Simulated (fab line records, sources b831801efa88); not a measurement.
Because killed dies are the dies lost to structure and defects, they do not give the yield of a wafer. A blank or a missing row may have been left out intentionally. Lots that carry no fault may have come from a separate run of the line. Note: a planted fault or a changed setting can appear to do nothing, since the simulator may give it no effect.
Which tool did it?    flow gf180mcu    14 lots, 40 wafers sampled, at 4 steps of a route of 602

## WHAT EACH GAUGE READ, for each wafer
GF_V3_RS_MEAS_24: a four-point-probe measurement.
lot   measured      on             V3_W_RS (ohm/sq)
L195  day 22 10:44  film-metro-03  0.327 0.328 0.327
L197  day 23 00:23  film-metro-02  0.320 0.328 0.327
L198  day 23 12:50  film-metro-03  0.333 0.331 0.332
L199  day 23 17:49  film-metro-01  0.332 0.329 0.332
L200  day 24 04:39  film-metro-03  0.317 0.327 0.326
L201  day 24 18:27  film-metro-01  0.327 0.317 0.315
L202  day 24 22:23  film-metro-01  0.317 0.329 0.319
L203  day 25 07:10  film-metro-02  0.326 0.329
L206  day 26 06:50  film-metro-02  0.324 0.327
L207  day 26 18:35  film-metro-02  0.332 0.329 0.331
L208  day 27 06:21  film-metro-02  0.330 0.331 0.331
L209  day 27 16:12  film-metro-02  0.332 0.327 0.321
L210  day 27 20:07  film-metro-02  0.327 0.334 0.331
L211  day 28 00:47  film-metro-03  0.314 0.325 0.323

GF_M4_RS_MEAS_05: a four-point-probe measurement.
lot   measured      on             M4_ALCU_RS (ohm/sq)
L195  day 22 11:26  film-metro-02  0.0686 0.0689 0.0686
L197  day 23 01:05  film-metro-04  0.0701 0.0701 0.0696
L198  day 23 13:32  film-metro-03  0.0704 0.0708 0.0709
L199  day 23 18:31  film-metro-04  0.0691 0.0693 0.0696
L200  day 24 05:21  film-metro-02  0.0688 0.0685 0.0684
L201  day 24 19:09  film-metro-02  0.0698 0.0700 0.0701
L202  day 24 23:05  film-metro-04  0.0699 0.0694 0.0698
L203  day 25 07:52  film-metro-04  0.0676 0.0678
L206  day 26 07:32  film-metro-04  0.0694 0.0692
L207  day 26 19:17  film-metro-04  0.0705 0.0707 0.0704
L208  day 27 07:18  film-metro-02  0.0698 0.0701 0.0696
L209  day 27 16:55  film-metro-03  0.0692 0.0698 0.0692
L210  day 27 20:49  film-metro-04  0.0687 0.0697 0.0687
L211  day 28 01:29  film-metro-02  0.0696 0.0693 0.0700

## WHICH TOOL RAN EACH LOT (tool, then ch and the chambers of the sampled wafers, then the start)
lot   GF_M4_SPUTTER_00              GF_M4_SPUTTER_03
L195  pvd-sputter-01, day 22 11:11  pvd-sputter-01, day 22 11:21
L197  pvd-sputter-04, day 23 00:52  pvd-sputter-04, day 23 01:01
L198  pvd-sputter-02, day 23 13:19  pvd-sputter-02, day 23 13:29
L199  pvd-sputter-04, day 23 18:16  pvd-sputter-04, day 23 18:26
L200  pvd-sputter-01, day 24 05:08  pvd-sputter-01, day 24 05:17
L201  pvd-sputter-01, day 24 18:55  pvd-sputter-01, day 24 19:04
L202  pvd-sputter-04, day 24 22:52  pvd-sputter-04, day 24 23:01
L203  pvd-sputter-01, day 25 07:38  pvd-sputter-01, day 25 07:48
L206  pvd-sputter-01, day 26 07:18  pvd-sputter-01, day 26 07:28
L207  pvd-sputter-04, day 26 19:04  pvd-sputter-04, day 26 19:14
L208  pvd-sputter-04, day 27 07:04  pvd-sputter-04, day 27 07:13
L209  pvd-sputter-04, day 27 16:40  pvd-sputter-04, day 27 16:50
L210  pvd-sputter-04, day 27 20:35  pvd-sputter-04, day 27 20:45
L211  pvd-sputter-02, day 28 01:16  pvd-sputter-02, day 28 01:26
- GF_M4_SPUTTER_00: material Ti, target thk 37.5 nm, time 150 s.
- GF_M4_SPUTTER_03: material Ti, target thk 10 nm, time 6.7 s.

## AS READ BY THE TOOLS THEMSELVES (means over the sampled wafers that have a number; for cases with no such wafer, the mark the record gives instead)
GF_M4_SPUTTER_00.
lot   tool            cathode-dc-power-W (W)  throttle-valve-pct (%)
L195  pvd-sputter-01  3999.7                  30.8
L197  pvd-sputter-04  4000.4                  29.7
L198  pvd-sputter-02  3999.9                  30.9
L199  pvd-sputter-04  3999.1                  29.5
L200  pvd-sputter-01  4000.6                  30.7
L201  pvd-sputter-01  3999.7                  30.8
L202  pvd-sputter-04  3999.7                  29.5
L203  pvd-sputter-01  4471.2                  30.4
L206  pvd-sputter-01  4469.9                  30.7
L207  pvd-sputter-04  3999.8                  29.0
L208  pvd-sputter-04  3999.6                  29.7
L209  pvd-sputter-04  3999.8                  29.5
L210  pvd-sputter-04  4000.5                  29.7
L211  pvd-sputter-02  4000.2                  31.4

GF_M4_SPUTTER_03.
lot   tool            cathode-dc-power-W (W)  throttle-valve-pct (%)
L195  pvd-sputter-01  3000.4                  30.8
L197  pvd-sputter-04  2999.7                  29.7
L198  pvd-sputter-02  2999.8                  30.7
L199  pvd-sputter-04  3000.1                  29.5
L200  pvd-sputter-01  3000.3                  30.7
L201  pvd-sputter-01  3000.4                  30.9
L202  pvd-sputter-04  2999.6                  29.5
L203  pvd-sputter-01  2999.9                  30.0
L206  pvd-sputter-01  3000.2                  30.5
L207  pvd-sputter-04  3000.1                  29.3
L208  pvd-sputter-04  2999.8                  29.7
L209  pvd-sputter-04  2999.8                  29.6
L210  pvd-sputter-04  3000.2                  29.6
L211  pvd-sputter-02  3000.2                  31.5

## THE ANSWER, worked out from the rows above alone
Rule: the usual values come from the lots themselves. The widest of any qualifying gaps counts: lots, ordered by their means at a reading, are off when they make up no more than a third of the lots, leave a main group of 4 or more, and stand apart from it by 3 or more times the standard deviation of that group's means. A main group is skipped when, at the precision printed for the reading in the tables above, its means are all equal. A lot without any number at a reading at which 4 lots or more have one is off too. Any other lot the step has rows for is counted as sound. The gauges are gone through in route order, then the tools' own readings, and for those a lot's mean is taken as printed above. At the first step where some lot is off, the reading lying furthest off is the one used; lots without a number count as furthest.
Off at GF_M4_SPUTTER_00 (cathode-dc-power-W): L203, L206. The main group: mean 3999.9 W, standard deviation 0.41.
If a tool, at that step or one of the process steps before it, ran each lot that is off and ran no sound lot following the first of them, it fits. One fits: GF_M4_SPUTTER_00 on pvd-sputter-01. Its last sound lot is L201 (day 24 18:55), its first lot that is off L203 (day 25 07:38): a fault that began between those two fits.
The tool's own readings at GF_M4_SPUTTER_00 bear it out: on the lots that are off they differ by more than 5 times the standard deviation of the sound lots' means. cathode-dc-power-W reads 4470.5 W there against 3999.9 W on the sound lots.

## WHAT THE SIMULATOR HAD PUT IN
Process parameters drifting: pvd-sputter-01 at GF_M4_SPUTTER_00, beginning at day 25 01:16. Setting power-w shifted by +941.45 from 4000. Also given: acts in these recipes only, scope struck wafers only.
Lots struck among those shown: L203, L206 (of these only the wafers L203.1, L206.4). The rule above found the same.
